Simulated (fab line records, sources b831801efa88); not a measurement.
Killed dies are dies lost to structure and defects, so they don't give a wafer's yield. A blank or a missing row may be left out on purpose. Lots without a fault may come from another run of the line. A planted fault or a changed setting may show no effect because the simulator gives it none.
Which tool did it? | flow sky130 | 12 lots, 36 wafers sampled, at 4 steps of a route of 708

WHAT THE GAUGES READ, wafer by wafer
SKY_VT_ADJUST_HVTR_TW_MEAS_11. Usual: VT_ADJUST_HVTR_TW 212.2, standard deviation 1.6.
lot  | measured     | on            | VT_ADJUST_HVTR_TW | flag
L339 | day 9 11:13  | film_metro-02 | 212.8 212.1 211.1 |
L340 | day 9 15:53  | film_metro-02 | 211.8 210.6 212.1 |
L343 | day 10 17:57 | film_metro-04 | 213.9 212.8 213.6 |
L345 | day 11 07:58 | film_metro-01 | 210.5 210.7 210.9 |
L346 | day 11 21:08 | film_metro-01 | 210.4 211.5 211.9 |
L348 | day 12 05:47 | film_metro-01 | 209.0 210.3 209.5 |
L351 | day 13 01:49 | film_metro-01 | 210.0 210.6 209.7 |
L356 | day 14 18:37 | film_metro-04 | 214.9 213.1 213.8 |
L357 | day 15 00:43 | film_metro-01 | 211.2 212.0 211.1 |
L358 | day 15 05:29 | film_metro-02 | 211.9 211.1 211.9 |
L360 | day 15 22:34 | film_metro-04 | 216.0 214.6 214.3 |
L362 | day 16 14:53 | film_metro-02 | 213.6 214.0 213.6 |

SKY_SONOS_TUNNEL_TW_MEAS_12. Usual: SONOS_TUNNEL_TW 197.2, standard deviation 2.5.
lot  | measured     | on            | SONOS_TUNNEL_TW   | flag
L339 | day 11 08:35 | film_metro-01 | 197.5 196.5 197.5 |
L340 | day 11 14:04 | film_metro-04 | 198.7 198.4 198.1 |
L343 | day 12 19:03 | film_metro-03 | 193.3 192.7 192.4 |
L345 | day 13 09:26 | film_metro-01 | 196.5 196.5 196.9 |
L346 | day 14 00:09 | film_metro-03 | 193.4 195.2 194.9 |
L348 | day 14 09:11 | film_metro-04 | 200.5 200.3 200.2 |
L351 | day 15 07:07 | film_metro-01 | 197.2 197.1 197.4 |
L356 | day 17 02:29 | film_metro-01 | 197.3 187.6 197.7 |
L357 | day 17 08:50 | film_metro-04 | 199.6 199.9 200.8 |
L358 | day 17 13:59 | film_metro-01 | 187.1 187.4 198.8 |
L360 | day 18 07:46 | film_metro-04 | 200.7 199.4 198.5 |
L362 | day 19 02:11 | film_metro-04 | 198.8 199.0 199.3 |

WHICH TOOL RAN EACH LOT (tool, then ch and the chambers of the sampled wafers, then the start)
lot  | SKY_VT_ADJUST_HVTR_STRIP_10          | SKY_SONOS_TUNNEL_IMPLANT_09
L339 | plasma_asher-02 ch 0,1, day 9 11:07  | implanter-04 ch 0, day 11 08:10
L340 | plasma_asher-03 ch 0,1, day 9 15:48  | implanter-04 ch 0, day 11 13:40
L343 | plasma_asher-03 ch 0,1, day 10 17:52 | implanter-03 ch 0, day 12 18:40
L345 | plasma_asher-03 ch 0,1, day 11 07:52 | implanter-02 ch 0, day 13 09:02
L346 | plasma_asher-03 ch 0,1, day 11 21:03 | implanter-04 ch 0, day 13 23:46
L348 | plasma_asher-03 ch 1, day 12 05:41   | implanter-02 ch 0, day 14 08:47
L351 | plasma_asher-02 ch 0,1, day 13 01:43 | implanter-03 ch 0, day 15 06:32
L356 | plasma_asher-04 ch 0,1, day 14 18:31 | implanter-03 ch 0, day 17 01:58
L357 | plasma_asher-04 ch 0,1, day 15 00:37 | implanter-04 ch 0, day 17 08:26
L358 | plasma_asher-03 ch 0,1, day 15 05:23 | implanter-03 ch 0, day 17 13:35
L360 | plasma_asher-02 ch 0,1, day 15 22:28 | implanter-02 ch 0, day 18 07:17
L362 | plasma_asher-03 ch 0,1, day 16 14:47 | implanter-02 ch 0, day 19 01:46
- SKY_VT_ADJUST_HVTR_STRIP_10: strips in O2/N2.
- SKY_SONOS_TUNNEL_IMPLANT_09

WHAT THE TOOLS THEMSELVES READ (means of the sampled wafers that have a number; where no wafer has one, the mark that the record gives instead)
SKY_VT_ADJUST_HVTR_STRIP_10. Usual: drypump_motor_current_A 5.7 A, standard deviation 0.6; oes_product_au 0.715 a.u., standard deviation 0.0049; strip_time_to_endpoint_s 14.16 s, standard deviation 0.039.
lot  | tool            | drypump_motor_current_A (A) | oes_product_au (a.u.) | strip_time_to_endpoint_s (s) | flag
L339 | plasma_asher-02 | 5.7                         | 0.712                 | 14.11                        |
L340 | plasma_asher-03 | 5.3                         | 0.716                 | 14.13                        |
L343 | plasma_asher-03 | 5.3                         | 0.715                 | 14.15                        |
L345 | plasma_asher-03 | 5.6                         | 0.716                 | 14.24                        |
L346 | plasma_asher-03 | 5.6                         | 0.716                 | 14.13                        |
L348 | plasma_asher-03 | 6.0                         | 0.715                 | 14.12                        |
L351 | plasma_asher-02 | 5.7                         | 0.712                 | 14.17                        |
L356 | plasma_asher-04 | 6.6                         | 0.714                 | 14.12                        |
L357 | plasma_asher-04 | 6.6                         | 0.715                 | 14.15                        |
L358 | plasma_asher-03 | 5.3                         | 0.711                 | 14.21                        |
L360 | plasma_asher-02 | 5.7                         | 0.715                 | 14.22                        |
L362 | plasma_asher-03 | 5.6                         | 0.714                 | 14.19                        |

THE ANSWER, worked out from the rows above alone
Rule: a lot is off if the mean of its wafers that have a number lies more than 3 standard deviations from the usual mean. A lot without any number at a reading at which 4 lots or more have one is off too. The other lots that the step has rows for count as sound. The gauges are gone through in route order, then the tools' own readings, and for those a lot's mean is taken as printed above. The first step at which some lot is off is used, and at that step the reading that is off furthest; a lot without a number counts as furthest.
No lot is off at any reading shown: from this, nothing can be told.

WHAT THE SIMULATOR HAD PUT IN
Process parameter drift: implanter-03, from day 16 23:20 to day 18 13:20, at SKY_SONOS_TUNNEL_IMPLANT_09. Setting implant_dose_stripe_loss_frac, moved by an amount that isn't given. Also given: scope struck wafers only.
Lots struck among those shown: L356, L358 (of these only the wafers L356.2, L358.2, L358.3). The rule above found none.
